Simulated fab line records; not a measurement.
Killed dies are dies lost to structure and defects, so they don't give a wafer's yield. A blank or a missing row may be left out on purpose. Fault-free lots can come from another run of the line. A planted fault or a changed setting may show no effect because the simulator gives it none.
Which of the tools did it? | flow gf180mcu | 42 wafers from 14 lots sampled at 4 of the route's 602 steps

WHAT THE GAUGES SHOWED, per wafer
GF_V4_BOW_MEAS_05. Usual: V4_BOW typically reads 136 um, with standard deviation 10.
lot  | measured     | on           | V4_BOW (um) | flag
L675 | day 23 21:26 | filmMetro-04 | 135 127 138 | 
L676 | day 24 03:37 | filmMetro-01 | 134 138 130 | 
L677 | day 24 13:32 | filmMetro-02 | 141 139 142 | 
L679 | day 25 06:43 | filmMetro-02 | 138 127 123 | 
L680 | day 25 15:58 | filmMetro-02 | 129 129 122 | 
L681 | day 25 22:45 | filmMetro-01 | 137 135 132 | 
L683 | day 26 13:12 | filmMetro-04 | 133 128 131 | 
L685 | day 27 07:40 | filmMetro-01 | 161 150 163 | 
L686 | day 27 13:23 | filmMetro-01 | 121 136 137 | 
L687 | day 28 00:45 | filmMetro-02 | 138 152 145 | 
L692 | day 29 08:23 | filmMetro-02 | 142 122 126 | 
L694 | day 29 22:45 | filmMetro-04 | 116 125 109 | 
L696 | day 30 07:49 | filmMetro-04 | 146 148 145 | 
L697 | day 30 16:32 | filmMetro-01 | 139 131 143 | 

GF_V5_CD_MEAS_14: target cd 260 nm. Usual: 260.2 nm for cdNm, sd 1.3.
lot  | measured     | on       | cdNm (nm)         | flag
L675 | day 27 14:58 | cdSem-02 | 260.7 260.3 258.9 | 
L676 | day 27 18:38 | cdSem-02 | 262.6 261.7 261.2 | 
L677 | day 28 03:25 | cdSem-01 | 260.8 259.8 261.1 | 
L679 | day 28 18:58 | cdSem-02 | 262.2 260.4 261.9 | 
L680 | day 29 03:58 | cdSem-01 | 259.0 259.0 260.2 | 
L681 | day 29 10:25 | cdSem-02 | 258.9 259.0 259.6 | 
L683 | day 29 22:40 | cdSem-02 | 258.7 259.5 258.5 | 
L685 | day 30 16:32 | cdSem-02 | 259.1 259.0 259.9 | 
L686 | day 30 20:23 | cdSem-02 | 258.5 258.2 257.6 | 
L687 | day 31 06:28 | cdSem-02 | 288.7 288.1 287.7 | OFF
L692 | day 32 11:53 | cdSem-02 | 284.1 283.3 283.4 | OFF
L694 | day 32 23:10 | cdSem-02 | 260.7 261.4 260.5 | 
L696 | day 33 07:35 | cdSem-01 | 260.5 260.0 260.1 | 
L697 | day 33 15:07 | cdSem-02 | 260.6 259.4 259.5 | 

EACH LOT AND THE TOOL THAT RAN IT (in order: tool; ch and the chambers of the sampled wafers; start)
lot  | GF_MIM_SPUTTER_04           | GF_V5_EXPOSE_11
L675 | pvdSputter-01, day 24 21:42 | krfScanner-02 ch 0, day 27 05:04
L676 | pvdSputter-01, day 25 03:02 | krfScanner-02 ch 0, day 27 09:04
L677 | pvdSputter-01, day 25 13:04 | krfScanner-01 ch 0, day 27 17:26
L679 | pvdSputter-04, day 26 05:13 | krfScanner-01 ch 0, day 28 09:39
L680 | pvdSputter-01, day 26 15:02 | krfScanner-01 ch 0, day 28 18:25
L681 | pvdSputter-01, day 26 21:33 | krfScanner-02 ch 0, day 29 01:23
L683 | pvdSputter-03, day 27 11:44 | krfScanner-02 ch 0, day 29 13:37
L685 | pvdSputter-04, day 28 04:52 | krfScanner-01 ch 0, day 30 07:32
L686 | pvdSputter-01, day 28 11:04 | krfScanner-01 ch 0, day 30 12:05
L687 | pvdSputter-04, day 28 21:28 | krfScanner-02 ch 0, day 30 21:53
L692 | pvdSputter-03, day 30 05:07 | krfScanner-02 ch 0, day 32 03:55
L694 | pvdSputter-04, day 30 18:34 | krfScanner-01 ch 0, day 32 14:58
L696 | pvdSputter-03, day 31 03:15 | krfScanner-01 ch 0, day 32 23:36
L697 | pvdSputter-04, day 31 11:39 | krfScanner-01 ch 0, day 33 07:22
- GF_MIM_SPUTTER_04: material TiN, target thk 50 nm, time 41.7 s.
- GF_V5_EXPOSE_11: exposes mask Via5, target cd 260 nm.

WHAT THE TOOLS THEMSELVES READ (means of the sampled wafers that have a number; where no wafer has one, the mark that the record gives instead)
GF_MIM_SPUTTER_04. Usual: chamberPressurePa 0.4001 Pa, standard deviation 0.00082; throttleValvePct 29.9 %, standard deviation 0.93.
lot  | tool          | chamberPressurePa (Pa) | throttleValvePct (%) | flag
L675 | pvdSputter-01 | 0.4010                 | 30.0                 | 
L676 | pvdSputter-01 | 0.4005                 | 30.0                 | 
L677 | pvdSputter-01 | 0.4003                 | 29.7                 | 
L679 | pvdSputter-04 | 0.4004                 | 30.5                 | 
L680 | pvdSputter-01 | 0.4007                 | 30.4                 | 
L681 | pvdSputter-01 | 0.4003                 | 29.3                 | 
L683 | pvdSputter-03 | 0.4002                 | 29.4                 | 
L685 | pvdSputter-04 | 0.4003                 | 30.5                 | 
L686 | pvdSputter-01 | 0.4002                 | 29.4                 | 
L687 | pvdSputter-04 | 0.3998                 | 30.4                 | 
L692 | pvdSputter-03 | 0.3998                 | 28.6                 | 
L694 | pvdSputter-04 | 0.3990                 | 30.4                 | 
L696 | pvdSputter-03 | 0.4004                 | 28.3                 | 
L697 | pvdSputter-04 | 0.4000                 | 30.6                 | 

GF_V5_EXPOSE_11. Usual: 37.92 for exposureDoseMJCm2, sd 0.038.
lot  | tool          | exposureDoseMJCm2 | flag
L675 | krfScanner-02 | 37.94             | 
L676 | krfScanner-02 | 37.93             | 
L677 | krfScanner-01 | 37.96             | 
L679 | krfScanner-01 | 37.95             | 
L680 | krfScanner-01 | 37.92             | 
L681 | krfScanner-02 | 37.86             | 
L683 | krfScanner-02 | 37.89             | 
L685 | krfScanner-01 | 37.92             | 
L686 | krfScanner-01 | 37.95             | 
L687 | krfScanner-02 | 45.65             | OFF
L692 | krfScanner-02 | 44.13             | OFF
L694 | krfScanner-01 | 37.92             | 
L696 | krfScanner-01 | 37.90             | 
L697 | krfScanner-01 | 37.93             | 

THE ANSWER, worked out from the rows above alone
Rule: lot off if the mean of its wafers having a number is beyond 3 standard deviations from the usual mean. Also off: a lot with no number at a reading for which 4 or more lots have one. All remaining lots with rows at the step are treated as sound. After the gauges, taken in route order, come the tools' own readings; for these a lot's mean is taken, as printed above. At the first step where some lot is off, the reading lying furthest off is the one used; lots without a number count as furthest.
Off: L687, L692 (GF_V5_CD_MEAS_14, cdNm).
If a tool, at a process step before that reading, ran all the lots that are off and no sound lot after the first of them, it fits. The gauges at GF_V5_CD_MEAS_14 aren't tried: what is off there is off at GF_V5_EXPOSE_11 too, on other tools, and a gauge's error can't cause that. One candidate fits, namely krfScanner-02 at GF_V5_EXPOSE_11. Its last sound lot is L683 (day 29 13:37), its first lot that is off L687 (day 30 21:53): a fault that began between those two fits.
The tool's own readings at GF_V5_EXPOSE_11 bear it out: on the lots that are off they differ by more than 5 times the standard deviation of the sound lots' means. exposureDoseMJCm2 reads 44.89 there against 37.92 on the sound lots.

WHAT THE SIMULATOR HAD PUT IN
Process parameter drift: krfScanner-02, from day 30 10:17 on, at GF_V5_EXPOSE_11. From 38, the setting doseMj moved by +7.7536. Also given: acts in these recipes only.
Shown lots that were struck: L687, L692. The rule given above showed the same thing.
